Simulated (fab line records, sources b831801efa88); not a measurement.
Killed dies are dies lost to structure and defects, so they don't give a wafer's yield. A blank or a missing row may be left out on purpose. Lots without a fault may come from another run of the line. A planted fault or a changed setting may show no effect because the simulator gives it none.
fab line records | flow sky130
record lots=6 wafers=18 last_day=50
route steps=708 shown CONTACT@424 METAL1@434 PAD_OPEN@708
lots that met no fault: from a run of the same line without faults
start_h: hours from the record's first day to the start of the lot's first wafer shown | wait_h: hours since the lot's step before | " the same as in the row above | L1.1+2: a row that stands for several wafers | - no value, or no start given | * or withheld: withheld | < > ~ a bound
route shown NAME@n: a module of which the file shows steps, and the number in the route of the first | usual: mean/standard deviation of fault-free wafers | same: alike in all rows | chamber/n: place in a boat | sites: the reading at each site | _std_site: their standard deviation | _edge_site: outer sites' mean less inner sites' | radius_mm: how far each site lies from the wafer's centre | mask NAME#n: copy n | behind: the tool/chamber that last shaped the wafer | hold: why the lot was held/for how many hours/how that ended | device: the transistor (n, p or np) that didn't switch | end of line: the same wafers' tests at the end of the route | a step without rows: its recipe alone | killed: dies lost to structure and defects at the first sort, not the wafer's yield | map: a wafer's dies, x killed, . not, _ none there
set.NAME: the setting as run; set.NAME@STEP: as run at that earlier step | model.NAME: the simulator's own value behind a step, which no gauge read
lots at some steps of the route; a table a step, a row a wafer
services: from which hour (start_h, from the record's first day; less than 0 if before it) a tool's chamber was out of use, for how many hours, and why
## steps
# step SKY_CONTACT_ETCH_18
# recipe target=Si3N4 chemistry=CHF3/O2 stop_on=TiN source_w=600 bias_w=200 pressure_mtorr=40 chf3_flow_sccm=50 O2_flow_sccm=5 time_s=39 target_depth_a=750
# usual chf3_flow_sccm=49.97/0.14 drypump_motor_current_A=5.8/0.3 oes_product_au=0.854/0.0078 rf_fwd_power_W=593.3/2.3 throttle_valve_pct=8.794/0.0089
# same time_s=39
# columns lot.wafer tool chamber start_h wait_h chf3_flow_sccm drypump_motor_current_A oes_product_au rf_fwd_power_W rf_hours_counter_h throttle_valve_pct
L611.1 rie_diel-01 2 - - 49.92 6.2 0.856 591.3 16 8.794
L611.5 " 1 " " 50.25 6.1 0.851 592.2 - 8.795
L611.6 " 0 " " 49.94 5.4 0.873 590.5 - 8.799
L612.2 rie_diel-04 3 - - 49.96 6.0 0.839 588.4 15 8.802
L612.3 " 0 " " 49.97 5.9 0.849 596.8 26 8.785
L612.4 " 3 " " 50.02 6.0 0.849 590.0 - 8.795
L619.1 rie_diel-04 0 - - 49.61 5.8 0.845 591.8 28 8.783
L619.5 " 2 " " 50.17 5.7 0.852 597.0 - 8.793
L619.6 " 3 " " 49.81 6.0 0.864 591.6 - 8.793
L626.1 rie_diel-01 1 - - 50.02 6.1 0.851 595.6 18 8.788
L626.2 " 0 " " 50.08 5.4 0.861 592.9 11 8.777
L626.6 " 3 " " 49.90 5.4 0.862 596.9 - 8.791
L627.3 rie_diel-02 2 - - 49.97 5.2 0.851 592.1 5 8.797
L627.5 " 3 " " 49.73 5.7 0.851 591.7 - 8.801
L627.6 " 2 " " 50.16 5.2 0.864 591.3 - 8.794
L628.1 rie_diel-02 0 - - 49.99 6.0 0.843 593.2 3 8.796
L628.2 " 1 " " 49.97 5.6 0.853 591.7 17 8.788
L628.3 " 2 " " 50.06 5.2 0.846 589.9 5 8.783
# step SKY_CONTACT_STRIP_19
# recipe chemistry=O2/N2 power_w=1400 pressure_mtorr=1500 platen_temp_c=withheld o2_flow_sccm=3000 n2_flow_sccm=300 overash_fraction=0.5
# step SKY_CONTACT_STRIP_20
# recipe chemistry=post_etch_residue_remover time_s=1200 temp_c=72.5
# step SKY_CONTACT_CLEAN_21
# recipe chemistry=IPA time_s=180 temp_c=25
# step SKY_CONTACT_CLEAN_22
# recipe chemistry=O3/DIW dry=n2_spin
# step SKY_CONTACT_SPUTTER_23
# recipe material=TiN target_thk_nm=20 chamber_pressure_pa=5 power_w=4000 time_s=80
# step SKY_CONTACT_CVD_24
# recipe material=W target_thk_nm=340 time_s=102.12 temp_c=400 pressure_torr=40
# step SKY_CONTACT_RS_MEAS_25
# recipe thk_meas_gauge=four-point-probe reads=W_of_CONTACT_CVD_24+TiN_of_CONTACT_SPUTTER_23
# usual CONTACT_W_RS=0.336/0.0034
# columns lot.wafer tool chamber start_h wait_h CONTACT_W_RS[ohm/sq]
L611.1 film_metro-04 - 768.89 0.1 0.339
L611.5 " - " " 0.344
L611.6 " - " " 0.338
L612.2 film_metro-03 - 775.21 0.1 0.331
L612.3 " - " " 0.332
L612.4 " - " " 0.332
L619.1 film_metro-04 - 837.98 0.2 0.339
L619.5 " - " " 0.337
L619.6 " - " " 0.337
L626.1 film_metro-03 - 896.70 0.1 0.336
L626.2 " - " " 0.330
L626.6 " - " " 0.339
L627.3 film_metro-03 - 900.83 0.1 0.336
L627.5 " - " " 0.341
L627.6 " - " " 0.335
L628.1 film_metro-04 - 904.72 0.1 0.341
L628.2 " - " " 0.334
L628.3 " - " " 0.338
# step SKY_CONTACT_THK_MEAS_26
# recipe thk_meas_gauge=xrf reads=W_of_CONTACT_CVD_24
# usual CONTACT_W_THK=339/5.1
# columns lot.wafer tool chamber start_h wait_h CONTACT_W_THK[nm]
L611.1 film_metro-04 - 769.01 0.1 340
L611.5 " - " " 335
L611.6 " - " " 340
L612.2 film_metro-03 - 775.32 0.1 341
L612.3 " - " " 338
L612.4 " - " " 340
L619.1 film_metro-04 - 838.10 0.1 341
L619.5 " - " " 345
L619.6 " - " " 343
L626.1 film_metro-03 - 896.82 0.1 335
L626.2 " - " " 341
L626.6 " - " " 332
L627.3 film_metro-03 - 900.93 0.1 336
L627.5 " - " " 332
L627.6 " - " " 338
L628.1 film_metro-04 - 904.84 0.1 337
L628.2 " - " " 345
L628.3 " - " " 339
# step SKY_CONTACT_CMP_27
# recipe stop_on=SiO2 t_overpolish_s=15 down_force_psi=3.5 platen_rpm=60 target_thk_nm=0 pad_velocity_m_s=0.94248
# usual motor_current_A=11.0/1.5 overpolish_run_s=15.001/0.0089 platen_rpm=60.00/0.036 time_to_endpoint_s=80/3.2
# columns lot.wafer tool chamber start_h wait_h motor_current_A overpolish_run_s platen_rpm time_to_endpoint_s
L611.1 cmp-02 0 769.12 0.1 9.1 14.999 60.02 84
L611.5 " 3 " " 9.5 15.013 59.96 79
L611.6 " 0 " " 9.4 15.013 60.04 85
L612.3 cmp-01 3 775.42 0.1 10.1 15.007 59.96 79
L612.4 " 0 " " 9.0 14.988 59.97 83
L612.2 " 1 " " 12.1 15.008 59.98 79
L619.1 cmp-02 2 838.26 0.1 13.2 15.014 60.04 78
L619.6 " 0 " " 9.5 14.992 59.99 83
L619.5 " 1 " " 11.3 14.995 60.00 77
L626.1 cmp-02 1 897.31 0.5 10.8 14.994 60.07 74
L626.2 " 2 " " 12.9 14.999 59.98 83
L626.6 " 0 " " 9.1 14.992 59.95 83
L627.3 cmp-02 0 900.97 0.0 9.9 14.992 59.97 84
L627.6 " 0 " " 9.3 15.022 59.96 85
L627.5 " 1 " " 10.9 15.006 59.95 75
L628.2 cmp-02 1 904.90 0.0 11.7 14.996 59.98 79
L628.3 " 2 " " 13.0 14.994 59.98 81
L628.1 " 3 " " 10.3 15.005 60.00 79
# step SKY_METAL1_SPUTTER_00
# recipe material=Ti target_thk_nm=15 power_w=3000 time_s=10 chamber_pressure_pa=0.4
# step SKY_METAL1_SPUTTER_01
# recipe material=TiN target_thk_nm=20 power_w=6500 time_s=16.7 chamber_pressure_pa=0.4
# usual cathode_dc_power_W=6500.0/1.3 throttle_valve_pct=29.5/0.84
# same time_s=16.7
# columns lot.wafer tool chamber start_h wait_h cathode_dc_power_W throttle_valve_pct
L611.1 pvd_sputter-02 - 769.39 0.0 6500.5 27.9
L611.5 " - " " 6500.5 30.1
L611.6 " - " " 6501.5 29.6
L612.2 pvd_sputter-02 - 775.69 0.0 6499.3 30.2
L612.3 " - " " 6499.1 29.7
L612.4 " - " " 6499.6 29.1
L619.1 pvd_sputter-01 - 838.48 0.0 6501.0 30.2
L619.5 " - " " 6498.4 30.1
L619.6 " - " " 6500.6 30.7
L626.1 pvd_sputter-02 - 897.53 0.0 6500.6 29.0
L626.2 " - " " 6503.3 29.5
L626.6 " - " " 6500.1 28.9
L627.3 pvd_sputter-04 - 901.29 0.0 6500.8 28.9
L627.5 " - " " 6498.5 28.9
L627.6 " - " " 6498.4 31.1
L628.1 pvd_sputter-01 - 905.22 0.0 6498.5 30.7
L628.2 " - " " 6501.2 29.4
L628.3 " - " " 6498.5 30.2
# step SKY_METAL1_SPUTTER_02
# recipe material=AlCu target_thk_nm=250 power_w=10600 time_s=13.3 chamber_pressure_pa=0.4
# usual cathode_dc_power_W=10600/1.9 throttle_valve_pct=29.5/0.83
# same time_s=13.3
# columns lot.wafer tool chamber start_h wait_h cathode_dc_power_W throttle_valve_pct model.AlCu_of_METAL1_SPUTTER_02.thk_nm
L611.1 pvd_sputter-02 - 769.41 0.0 10599 28.0 250.2
L611.5 " - " " 9312.4 30.3 222.1
L611.6 " - " " 10602 29.7 256.8
L612.2 pvd_sputter-02 - 775.71 0.0 9314.0 30.3 220.6
L612.3 " - " " 10601 29.4 251.6
L612.4 " - " " 10599 29.1 252.8
L619.1 pvd_sputter-01 - 838.51 0.0 10602 30.4 253.2
L619.5 " - " " 10601 30.2 253.3
L619.6 " - " " 10602 30.5 252.6
L626.1 pvd_sputter-02 - 897.55 0.0 10598 29.0 253.2
L626.2 " - " " 10600 29.6 255
L626.6 " - " " 10600 29.0 253.8
L627.3 pvd_sputter-04 - 901.31 0.0 10597 28.7 252.7
L627.5 " - " " 10602 28.6 253.5
L627.6 " - " " 10602 31.0 249.4
L628.1 pvd_sputter-01 - 905.24 0.0 10599 30.9 255.5
L628.2 " - " " 10600 29.3 255.4
L628.3 " - " " 10597 30.3 252.7
# step SKY_METAL1_SPUTTER_03
# recipe material=Ti target_thk_nm=5 power_w=3000 time_s=3.3 chamber_pressure_pa=0.4
# usual cathode_dc_power_W=3000.0/0.53 throttle_valve_pct=29.5/0.83
# same time_s=3.3
# columns lot.wafer tool chamber start_h wait_h cathode_dc_power_W throttle_valve_pct
L611.1 pvd_sputter-02 - 769.44 0.0 2999.6 28.0
L611.5 " - " " 2999.0 30.5
L611.6 " - " " 2998.8 29.4
L612.2 pvd_sputter-02 - 775.74 0.0 2999.6 30.5
L612.3 " - " " 3000.2 29.4
L612.4 " - " " 2999.3 29.0
L619.1 pvd_sputter-01 - 838.53 0.0 2999.2 30.0
L619.5 " - " " 3000.4 29.9
L619.6 " - " " 3000.3 30.8
L626.1 pvd_sputter-02 - 897.58 0.0 2999.3 29.1
L626.2 " - " " 3000.4 29.5
L626.6 " - " " 2999.9 29.1
L627.3 pvd_sputter-04 - 901.34 0.0 3000.3 28.7
L627.5 " - " " 3000.3 29.0
L627.6 " - " " 3000.2 31.1
L628.1 pvd_sputter-01 - 905.27 0.0 3000.4 30.5
L628.2 " - " " 2999.9 29.2
L628.3 " - " " 3000.7 30.2
# step SKY_METAL1_SPUTTER_04
# recipe material=TiN target_thk_nm=70 power_w=6500 time_s=58.3 chamber_pressure_pa=0.4
# usual cathode_dc_power_W=6499.9/1 throttle_valve_pct=29.5/0.84
# same time_s=58.3
# columns lot.wafer tool chamber start_h wait_h cathode_dc_power_W throttle_valve_pct
L611.1 pvd_sputter-02 - 769.46 0.0 6499.8 28.1
L611.5 " - " " 6499.0 30.4
L611.6 " - " " 6500.8 29.4
L612.2 pvd_sputter-02 - 775.76 0.0 6498.8 30.1
L612.3 " - " " 6500.4 29.4
L612.4 " - " " 6499.0 29.2
L619.1 pvd_sputter-01 - 838.55 0.0 6500.9 30.0
L619.5 " - " " 6498.1 30.3
L619.6 " - " " 6498.6 30.9
L626.1 pvd_sputter-02 - 897.60 0.0 6499.0 29.1
L626.2 " - " " 6498.7 29.3
L626.6 " - " " 6497.8 28.9
L627.3 pvd_sputter-04 - 901.36 0.0 6499.6 29.0
L627.5 " - " " 6500.7 28.7
L627.6 " - " " 6501.3 30.4
L628.1 pvd_sputter-01 - 905.29 0.0 6500.6 30.6
L628.2 " - " " 6501.2 29.4
L628.3 " - " " 6498.9 29.9
# step SKY_METAL1_RS_MEAS_05
# recipe thk_meas_gauge=four-point-probe reads=TiN_of_METAL1_SPUTTER_04+Ti_of_METAL1_SPUTTER_03+AlCu_of_METAL1_SPUTTER_02+TiN_of_METAL1_SPUTTER_01+Ti_of_METAL1_SPUTTER_00
# usual METAL1_ALCU_RS=0.1269/0.0014
# columns lot.wafer tool chamber start_h wait_h METAL1_ALCU_RS[ohm/sq]
L611.1 film_metro-03 - 769.51 0.0 0.1266
L611.5 " - " " 0.1430
L611.6 " - " " 0.1233
L612.2 film_metro-03 - 775.83 0.0 0.1446
L612.3 " - " " 0.1259
L612.4 " - " " 0.1253
L619.1 film_metro-04 - 838.63 0.0 0.1250
L619.5 " - " " 0.1252
L619.6 " - " " 0.1255
L626.1 film_metro-04 - 897.65 0.0 0.1251
L626.2 " - " " 0.1244
L626.6 " - " " 0.1248
L627.3 film_metro-04 - 901.45 0.1 0.1255
L627.5 " - " " 0.1254
L627.6 " - " " 0.1273
L628.1 film_metro-04 - 905.33 0.0 0.1239
L628.2 " - " " 0.1240
L628.3 " - " " 0.1254
# step SKY_METAL1_THK_MEAS_06
# recipe thk_meas_gauge=xrf reads=AlCu_of_METAL1_SPUTTER_02
# usual METAL1_ALCU_THK=253/3.1
# columns lot.wafer tool chamber start_h wait_h METAL1_ALCU_THK[nm]
L611.1 film_metro-03 - 769.63 0.1 252
L611.5 " - " " 225
L611.6 " - " " 261
L612.2 film_metro-03 - 775.94 0.1 225
L612.3 " - " " 256
L612.4 " - " " 257
L619.1 film_metro-04 - 838.75 0.1 257
L619.5 " - " " 257
L619.6 " - " " 255
L626.1 film_metro-04 - 897.77 0.1 257
L626.2 " - " " 258
L626.6 " - " " 257
L627.3 film_metro-04 - 901.55 0.1 254
L627.5 " - " " 255
L627.6 " - " " 252
L628.1 film_metro-04 - 905.45 0.1 258
L628.2 " - " " 257
L628.3 " - " " 255
# step SKY_METAL1_DEHYDRATE_07
# recipe temp_c=200 time_s=60
# step SKY_PAD_OPEN_PROBE_99
# usual defect_limited_yield=82.5/2 killed_at_M0_to_M3=42/6.6 killed_at_M4_up=3.1/1.9 killed_at_contacts=25/5.7 killed_at_front_end=16/5 killed_at_other=0.2/0.38 killed_dies=86/9.6 killed_open=47/7.2 killed_short=39/6.2 sort_bin_3_pad_short=0.9/0.44 sort_bin_5_function=10.3/1.5 sort_bin_6_memory=6.2/1.1 sort_n_pass=406/9.6 sort_yield_pct=82.5/2
# same gross_dies=492 killed_at_back_side=0 sort_bin_4_leakage[%]=0 sort_bin_8_speed[%]=0
# columns lot.wafer tool chamber start_h wait_h defect_limited_yield[%] killed_at_M0_to_M3 killed_at_M4_up killed_at_contacts killed_at_front_end killed_at_other killed_dies killed_open killed_short sort_bin_3_pad_short[%] sort_bin_5_function[%] sort_bin_6_memory[%] sort_n_pass sort_yield_pct[%] model.etest.met1.line_ohm_um model.etest.met1.rs_ohm_sq
L611.1 prober-02 - 1101.74 0.1 82.3 33 3 38 13 0 87 45 42 1.8 9.8 6.1 405 82.3 0.8648 0.128
L611.5 prober-02 - 1101.94 0.2 78.5 48 3 30 25 0 106 62 44 1.6 12.0 7.9 386 78.5 0.9935 0.1458
L611.6 prober-02 - 1101.99 0.2 83.3 38 2 24 18 0 82 50 32 0.8 8.9 6.9 410 83.3 0.879 0.1249
L612.2 prober-01 - 1105.55 0.1 85.6 42 2 19 8 0 71 35 36 0.4 9.8 4.3 421 85.6 1.048 0.1458
L612.3 prober-01 - 1105.60 0.2 84.3 44 2 19 12 0 77 46 31 0.4 9.1 6.1 415 84.3 0.9177 0.1275
L612.4 prober-01 - 1105.65 0.2 83.9 45 4 22 8 0 79 41 38 0.4 8.5 7.1 413 83.9 0.9214 0.1272
L619.1 prober-02 - 1152.69 0.1 82.9 40 3 32 9 0 84 52 32 1.0 10.2 5.9 408 82.9 0.9 0.1272
L619.5 prober-02 - 1152.89 0.2 81.5 43 3 32 12 1 91 44 47 0.2 11.0 7.3 401 81.5 0.908 0.1265
L619.6 prober-02 - 1152.94 0.2 79.3 45 3 28 26 0 102 60 42 1.8 14.0 4.9 390 79.3 0.9015 0.1271
L626.1 prober-01 - 1191.85 0.1 84.3 36 6 23 12 0 77 41 36 0.6 8.5 6.5 415 84.3 0.9113 0.1274
L626.2 prober-01 - 1191.90 0.1 82.5 42 5 25 14 0 86 46 40 1.4 10.6 5.5 406 82.5 0.9262 0.1251
L626.6 prober-01 - 1192.10 0.2 80.3 43 2 32 20 0 97 49 48 1.4 10.6 7.7 395 80.3 0.929 0.1262
L627.3 prober-02 - 1193.45 0.2 85.0 34 3 21 16 0 74 39 35 0.6 9.3 5.1 418 85.0 0.9508 0.1265
L627.5 prober-02 - 1193.55 0.2 80.7 49 2 23 21 0 95 50 45 0.6 11.8 6.9 397 80.7 0.9405 0.1277
L627.6 prober-02 - 1193.60 0.2 83.9 38 5 21 13 2 79 46 33 1.4 8.9 5.7 413 83.9 0.939 0.1285
L628.1 prober-01 - 1195.50 0.1 84.6 45 2 18 11 0 76 35 41 0.2 11.2 4.1 416 84.6 0.8954 0.1268
L628.2 prober-01 - 1195.55 0.1 83.5 45 5 19 12 0 81 46 35 0.2 11.0 5.3 411 83.5 0.8946 0.126
L628.3 prober-01 - 1195.60 0.2 81.1 48 4 21 20 0 93 41 52 1.6 11.4 5.9 399 81.1 0.893 0.1279
# killed by level:class
L611.1 CONTACT:geometric_particle:open=14 LI_CONTACT:geometric_particle:open=7 CONTACT:geometric_particle:short=7 VIA1:geometric_particle:open=7 METAL1:geometric_particle:short=6 VIA1:geometric_particle:short=6 VIA2:geometric_particle:open=5 FIELD_ISO:geometric_particle:short=4
L611.5 CONTACT:geometric_particle:open=13 VIA1:geometric_particle:open=12 LI_CONTACT:geometric_particle:open=8 VIA3:geometric_particle:open=7 METAL1:geometric_particle:short=6 VIA1:geometric_particle:short=6 FIELD_ISO:geometric_particle:open=5 POLY_GATE:geometric_particle:open=5
L611.6 CONTACT:geometric_particle:open=11 FIELD_ISO:geometric_particle:open=8 VIA1:geometric_particle:open=8 VIA2:geometric_particle:open=7 LI_CONTACT:geometric_particle:open=6 CONTACT:geometric_particle:short=5 METAL2:geometric_particle:short=5 FIELD_ISO:geometric_particle:short=4
L612.2 VIA3:geometric_particle:open=8 LI_CONTACT:geometric_particle:open=7 VIA1:geometric_particle:open=7 VIA1:geometric_particle:short=6 VIA2:geometric_particle:open=5 METAL1:geometric_particle:short=5 LI_CONTACT:geometric_particle:short=4 LOCAL_INTERCONNECT:geometric_particle:short=4
L612.3 VIA1:geometric_particle:open=13 VIA2:geometric_particle:open=10 CONTACT:geometric_particle:open=7 FIELD_ISO:geometric_particle:open=6 LOCAL_INTERCONNECT:geometric_particle:short=5 METAL1:geometric_particle:short=5 LI_CONTACT:geometric_particle:open=4 VIA2:geometric_particle:short=4
L612.4 VIA1:geometric_particle:open=11 METAL2:geometric_particle:short=8 CONTACT:geometric_particle:short=7 VIA2:geometric_particle:open=6 CONTACT:geometric_particle:open=5 METAL1:geometric_particle:short=4 LI_CONTACT:geometric_particle:open=4 VIA1:geometric_particle:short=4
L619.1 CONTACT:geometric_particle:open=18 VIA1:geometric_particle:open=16 LI_CONTACT:geometric_particle:open=5 METAL2:geometric_particle:short=4 VIA3:geometric_particle:short=4 VIA1:geometric_particle:short=3 CONTACT:geometric_particle:short=3 METAL1:geometric_particle:short=3
L619.5 VIA1:geometric_particle:open=11 CONTACT:geometric_particle:short=11 LOCAL_INTERCONNECT:geometric_particle:short=8 VIA2:geometric_particle:open=7 LI_CONTACT:geometric_particle:open=6 FIELD_ISO:geometric_particle:open=5 CONTACT:geometric_particle:open=5 METAL2:geometric_particle:short=5
L619.6 VIA1:geometric_particle:open=14 LI_CONTACT:geometric_particle:open=11 CONTACT:geometric_particle:open=10 FIELD_ISO:geometric_particle:short=8 POLY_GATE:geometric_particle:short=7 FIELD_ISO:geometric_particle:open=6 VIA1:geometric_particle:short=6 VIA2:geometric_particle:open=6
L626.1 CONTACT:geometric_particle:short=8 LI_CONTACT:geometric_particle:open=7 VIA1:geometric_particle:open=7 VIA1:geometric_particle:short=6 CONTACT:geometric_particle:open=5 METAL1:geometric_particle:open=4 METAL4:geometric_particle:short=4 METAL2:geometric_particle:short=4
L626.2 CONTACT:geometric_particle:short=8 VIA1:geometric_particle:open=8 VIA3:geometric_particle:open=7 VIA2:geometric_particle:open=6 CONTACT:geometric_particle:open=6 METAL2:geometric_particle:short=5 VIA1:geometric_particle:short=4 POLY_GATE:geometric_particle:short=4
L626.6 VIA1:geometric_particle:open=10 LI_CONTACT:geometric_particle:open=9 CONTACT:geometric_particle:open=9 FIELD_ISO:geometric_particle:short=7 CONTACT:geometric_particle:short=7 VIA3:geometric_particle:open=7 METAL1:geometric_particle:short=6 POLY_GATE:geometric_particle:short=5
L627.3 VIA3:geometric_particle:open=12 CONTACT:geometric_particle:open=11 FIELD_ISO:geometric_particle:open=7 METAL2:geometric_particle:short=4 LOCAL_INTERCONNECT:geometric_particle:short=4 METAL1:geometric_particle:short=4 VIA3:geometric_particle:short=4 POLY_GATE:geometric_particle:short=3
L627.5 VIA1:geometric_particle:open=9 LI_CONTACT:geometric_particle:open=7 CONTACT:geometric_particle:open=7 METAL1:geometric_particle:short=7 VIA1:geometric_particle:short=7 FIELD_ISO:geometric_particle:open=5 CONTACT:geometric_particle:short=5 METAL2:geometric_particle:short=5
L627.6 LI_CONTACT:geometric_particle:open=10 VIA1:geometric_particle:open=9 VIA1:geometric_particle:short=7 METAL1:geometric_particle:short=5 CONTACT:geometric_particle:open=5 VIA2:geometric_particle:open=5 METAL3:geometric_particle:short=5 VIA3:geometric_particle:open=5
L628.1 METAL1:geometric_particle:short=10 VIA2:geometric_particle:open=9 CONTACT:geometric_particle:open=8 VIA1:geometric_particle:open=7 FIELD_ISO:geometric_particle:short=5 CONTACT:geometric_particle:short=4 METAL2:geometric_particle:short=4 VIA2:geometric_particle:short=4
L628.2 VIA3:geometric_particle:open=10 VIA2:geometric_particle:open=9 LI_CONTACT:geometric_particle:open=7 VIA1:geometric_particle:open=7 CONTACT:geometric_particle:open=5 VIA1:geometric_particle:short=5 FIELD_ISO:geometric_particle:short=4 METAL2:geometric_particle:short=4
L628.3 VIA1:geometric_particle:open=13 METAL2:geometric_particle:short=9 FIELD_ISO:geometric_particle:short=6 POLY_GATE:geometric_particle:short=6 CONTACT:geometric_particle:open=6 METAL1:geometric_particle:short=6 VIA2:geometric_particle:short=6 LOCAL_INTERCONNECT:geometric_particle:short=5
## services
# columns tool chamber start_h hours kind
cmp-02 - 744.86 4.0 pm
rie_diel-01 - 752.74 2.8 pm
rie_diel-04 1 760.56 15.0 repair
cmp-01 - 760.72 2.7 pm
pvd_sputter-02 - 770.07 2.0 repair
rie_diel-02 2 770.18 4.2 repair
cmp-01 - 772.44 0.5 repair
rie_diel-04 1 777.29 9.5 repair
pvd_sputter-04 - 780.42 2.2 repair
rie_diel-01 - 781.69 6.2 repair
pvd_sputter-01 - 791.37 15.1 repair
pvd_sputter-01 - 795.19 0.5 repair
cmp-01 - 799.99 0.9 repair
rie_diel-01 3 800.19 2.0 repair
rie_diel-02 - 805.90 0.4 repair
rie_diel-04 0 806.22 2.4 repair
pvd_sputter-04 - 814.06 4.8 repair
rie_diel-02 1 820.59 2.9 repair
pvd_sputter-01 2 829.80 - consumable_replace:kit
pvd_sputter-01 2 829.80 18.0 scheduled_down
rie_diel-04 3 877.54 2.0 repair
cmp-02 - 887.97 0.3 repair
pvd_sputter-04 - 888.09 2.7 repair
pvd_sputter-02 - 898.85 0.9 repair
## key
first_sign step=SKY_METAL1_SPUTTER_02 reading=cathode_dc_power_W direction=down sigmas=99+ usual=10600 struck=9313.2
effect step=SKY_METAL1_RS_MEAS_05 reading=METAL1_ALCU_RS direction=up sigmas=12 usual=0.1269 struck=0.1438
effect step=SKY_METAL1_THK_MEAS_06 reading=METAL1_ALCU_THK direction=down sigmas=9.1 usual=253 struck=225
model_effect step=SKY_METAL1_SPUTTER_02 value=AlCu_of_METAL1_SPUTTER_02.thk_nm without=251.8 struck=221.4
model_effect step=SKY_PAD_OPEN_PROBE_99 value=etest.met1.line_ohm_um without=0.8934 struck=1.021
met_at SKY_METAL1_SPUTTER_02
struck_wafers L611.5,L612.2
fault kind=process_parameter_drift tool=pvd_sputter-02 chamber=- onset_h=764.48 steps=SKY_METAL1_SPUTTER_02 channel=power_w offset=* shape=step end_h=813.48 acts_in=* stated=* scope=struck_wafers_only
